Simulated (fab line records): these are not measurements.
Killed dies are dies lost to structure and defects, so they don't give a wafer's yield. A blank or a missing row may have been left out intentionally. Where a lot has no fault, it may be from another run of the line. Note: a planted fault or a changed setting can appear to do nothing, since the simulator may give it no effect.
Chamber matching / flow gf180mcu / GF_V3_CMP_04 on cmp-01 has 4 sister chambers
The step polishes SiO2. 14 wafers are shown with their chamber, then 6 later ones without.

## WAFERS, EACH WITH ITS CHAMBER
wafer=L781.1; chamber=3; motor-current-A (A)=10.1; time-to-endpoint-s (s)=67; edge-zone-pressure-frac=1.000
wafer=L781.3; chamber=1; motor-current-A (A)=10.6; time-to-endpoint-s (s)=85; edge-zone-pressure-frac=0.995
wafer=L781.4; chamber=0; motor-current-A (A)=14.5; time-to-endpoint-s (s)=78; edge-zone-pressure-frac=1.006
wafer=L787.3; chamber=0; motor-current-A (A)=13.9; time-to-endpoint-s (s)=81; edge-zone-pressure-frac=0.987
wafer=L787.5; chamber=1; motor-current-A (A)=11.3; time-to-endpoint-s (s)=91; edge-zone-pressure-frac=0.999
wafer=L787.6; chamber=0; motor-current-A (A)=13.8; time-to-endpoint-s (s)=81; edge-zone-pressure-frac=0.994
wafer=L790.1; chamber=1; motor-current-A (A)=10.9; time-to-endpoint-s (s)=87; edge-zone-pressure-frac=1.004
wafer=L790.2; chamber=2; motor-current-A (A)=11.5; time-to-endpoint-s (s)=79; edge-zone-pressure-frac=1.003
wafer=L790.5; chamber=2; motor-current-A (A)=11.2; time-to-endpoint-s (s)=81; edge-zone-pressure-frac=0.998
wafer=L791.1; chamber=2; motor-current-A (A)=11.1; time-to-endpoint-s (s)=75; edge-zone-pressure-frac=0.992
wafer=L791.4; chamber=0; motor-current-A (A)=14.1; time-to-endpoint-s (s)=76; edge-zone-pressure-frac=0.994
wafer=L791.5; chamber=0; motor-current-A (A)=14.6; time-to-endpoint-s (s)=78; edge-zone-pressure-frac=0.993
wafer=L792.3; chamber=1; motor-current-A (A)=10.8; time-to-endpoint-s (s)=88; edge-zone-pressure-frac=1.007
wafer=L792.4; chamber=2; motor-current-A (A)=10.8; time-to-endpoint-s (s)=83; edge-zone-pressure-frac=0.997

SIGNATURES (averages over the wafers above)
reading=motor-current-A; chamber 0=14.180; chamber 1=10.900; chamber 2=11.150; chamber 3=10.100; scatter within a chamber=0.319
reading=time-to-endpoint-s; chamber 0=78.80; chamber 1=87.75; chamber 2=79.50; chamber 3=67.00; scatter within a chamber=2.69
reading=edge-zone-pressure-frac; chamber 0=0.99480; chamber 1=1.00125; chamber 2=0.99750; chamber 3=1.00000; scatter within a chamber=0.0058
Rule: for each reading, subtract the chamber's mean from the wafer's reading, divide by that reading's scatter and square the result; add these up over the readings and take the root, which gives the wafer's distance from the chamber. If the next closest chamber is less than 2 further off than the closest, the wafer can't be placed; otherwise it belongs to the closest. The scatter: the root of (the sum of the squares of (reading less its chamber's mean) over the shown wafers, divided by (wafers less chambers)).

## WAFERS WHOSE CHAMBER IS MISSING
wafer=L792.6; motor-current-A (A)=11.8; time-to-endpoint-s (s)=82; edge-zone-pressure-frac=0.992
wafer=L795.4; motor-current-A (A)=11.3; time-to-endpoint-s (s)=81; edge-zone-pressure-frac=1.001
wafer=L795.5; motor-current-A (A)=14.9; time-to-endpoint-s (s)=80; edge-zone-pressure-frac=1.004
wafer=L795.6; motor-current-A (A)=10.6; time-to-endpoint-s (s)=95; edge-zone-pressure-frac=1.001
wafer=L797.1; motor-current-A (A)=10.6; time-to-endpoint-s (s)=77; edge-zone-pressure-frac=1.003
wafer=L798.4; motor-current-A (A)=9.4; time-to-endpoint-s (s)=66; edge-zone-pressure-frac=0.995

## WHICH CHAMBER EACH ONE RAN IN
wafer=L792.6; from the rows above=can't be placed: 2 or 1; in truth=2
wafer=L795.4; from the rows above=can't be placed: 2 or 1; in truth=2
wafer=L795.5; from the rows above=0; in truth=0
wafer=L795.6; from the rows above=1; in truth=1
wafer=L797.1; from the rows above=can't be placed: 2 or 3 or 1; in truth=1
wafer=L798.4; from the rows above=3; in truth=3
Correctly placed: 3 of 6. From these rows, 3 cannot be placed; in 3 the true chamber is one of the candidates. Number placed wrongly: 0.
